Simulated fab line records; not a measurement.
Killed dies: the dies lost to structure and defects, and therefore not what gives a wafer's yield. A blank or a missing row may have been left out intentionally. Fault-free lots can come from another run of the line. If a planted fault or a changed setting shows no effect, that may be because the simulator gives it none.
A struck lot beside a sound one + flow gf180mcu + 17 steps out of a route of 602
Sound: these wafers, L590.2, L590.3, L590.4. The struck wafers were L601.1, L601.2, L601.5. The cause comes at the end.
For every step that has rows: the tool of each side, followed by ch and its chambers, followed by its first start. Under that, the readings that differ: sound wafers + struck wafers + difference of the means + sigmas: that difference in standard deviations of wafers without a fault.
alike: words and numbers the same on both sides, and readings whose means are apart by under 2 such deviations; not compared: readings that were withheld, readings missing a value for some wafer, numbers with overlapping values and no deviation given by the record, and bounds like >300 which may hide the same value.
Wherever a step has rows on one side only, a row that says differs or no value, or a row with sigmas, the two part there. Numbers that don't overlap but have no deviation are shown without sigmas and don't part them. A reading missing from all wafers of one side parts the sides only when that side holds two or more wafers.

first, 2 steps without rows for these wafers: GF_HV_LDD_PEB_44; GF_HV_LDD_DEVELOP_45 (develop time 60 s).
GF_HV_LDD_CD_MEAS_46 targets a cd of 400 nm.
  sound: cd-sem-01 at day 13 15:55; struck: cd-sem-01 at day 16 22:42
  alike: cd-nm
GF_HV_LDD_OVL_MEAS_47:
  sound: overlay-02 at day 13 16:01; struck: overlay-01 at day 16 22:49
  alike: HV_LDD_03_OVL
then, 1 step without rows for these wafers: GF_HV_LDD_IMPLANT_48.
GF_HV_LDD_STRIP_49: strips in O2/N2.
  sound on plasma-asher-01 ch 0,1, day 13 16:12; struck on plasma-asher-03 ch 0,1, day 16 23:00
  alike: drypump-motor-current-A, heater-power-w, oes-product-au, strip-time-to-endpoint-s
  not compared: rf-hours-counter-h
GF_HV_LDD_TW_MEAS_50:
  sound: film-metro-02 at day 13 16:19; struck: film-metro-04 at day 16 23:06
  alike: HV_LDD_4_TW
then, 1 step without rows for these wafers: GF_HV_LDD_CLEAN_51 (cleans in SC1/SC2, time 150 s).
GF_HV_LDD_RTA_52: time 10 s.
  sound on rtp-anneal-02 ch 0, day 13 16:25; struck on rtp-anneal-01 ch 0, day 16 23:13
| reading            | sound          | struck         | difference | sigmas |
|--------------------|----------------|----------------|------------|--------|
| lamp-power-pct (%) | 32.9 32.9 32.9 | 29.2 29.2 29.2 | -3.7       | -2     |
  alike: wafer_temp_C_max
GF_HV_LDD_RS_MEAS_53: measurement is done with a four-point probe.
  sound: film-metro-02 at day 13 16:30; struck: film-metro-04 at day 16 23:17
| reading            | sound             | struck            | difference | sigmas |
|--------------------|-------------------|-------------------|------------|--------|
| HV_LDD_RS (ohm/sq) | 420.0 419.3 419.7 | 417.8 416.4 418.7 | -2.0       | -2     |
then, 1 step without rows for these wafers: GF_HV_LDD_CVD_54 (deposits SiO2 from TEOS, target thk 10 nm, time 75 s).
GF_HV_LDD_THK_MEAS_55:
  sound: film-metro-04 at day 13 17:38; struck: film-metro-01 at day 17 00:26
  alike: HV_LDD_CVD_54_THK
GF_HV_LDD_CVD_56: deposits Si3N4 from DCS/NH3, target thk 90 nm, time 1543 s.
  sound on lpcvd-01 ch 0, day 13 17:41; struck on lpcvd-01 ch 1, day 17 00:29
| reading                                  | sound             | struck            | difference | sigmas |
|------------------------------------------|-------------------|-------------------|------------|--------|
| susceptor-temp-C (C)                     | 769.6 769.8 769.9 | 768.4 768.4 768.2 | -1.4       | -4     |
| model.Si3N4_of_HV_LDD_CVD_56.thk-nm (nm) | 89.81 89.33 89.82 | 85.75 86.08 86.92 | -3.40      |        |
  alike: zone-power-top-pct
GF_HV_LDD_THK_MEAS_57:
  sound: film-metro-02 at day 13 19:07; struck: film-metro-02 at day 17 01:55
| reading                | sound          | struck         | difference | sigmas |
|------------------------|----------------|----------------|------------|--------|
| HV_LDD_CVD_56_THK (nm) | 89.8 89.3 89.8 | 85.7 86.1 86.9 | -3.4       | -4     |
GF_HV_LDD_ETCHBACK_58: etches Si3N4 in CH3F/O2, stops on SiO2, time 100 s, target depth 90 nm.
  sound on rie-diel-02 ch 0,2,3, day 13 19:10; struck on rie-diel-01 ch 1,2,3, day 17 01:58
| reading                  | sound             | struck            | difference | sigmas |
|--------------------------|-------------------|-------------------|------------|--------|
| oes-product-au (a.u.)    | 0.843 0.844 0.850 | 0.818 0.815 0.827 | -0.026     | -4     |
| model.etch.depth-nm (nm) | 89.81 89.33 89.82 | 85.75 86.08 86.92 | -3.40      |        |
  alike: drypump-motor-current-A, throttle-valve-pct
  not compared: rf-hours-counter-h
then, 1 step without rows for these wafers: GF_NSD_DEHYDRATE_00 (time 60 s).
GF_PASSIVATION_PROBE_99:
  rows exist in the record for the sound wafers here (prober-01, day 30 08:08), none for the struck ones

## WHERE THEY PART
Earliest at GF_HV_LDD_RTA_52; latest, in this record, at GF_PASSIVATION_PROBE_99.

WHY: the cause the simulator had injected
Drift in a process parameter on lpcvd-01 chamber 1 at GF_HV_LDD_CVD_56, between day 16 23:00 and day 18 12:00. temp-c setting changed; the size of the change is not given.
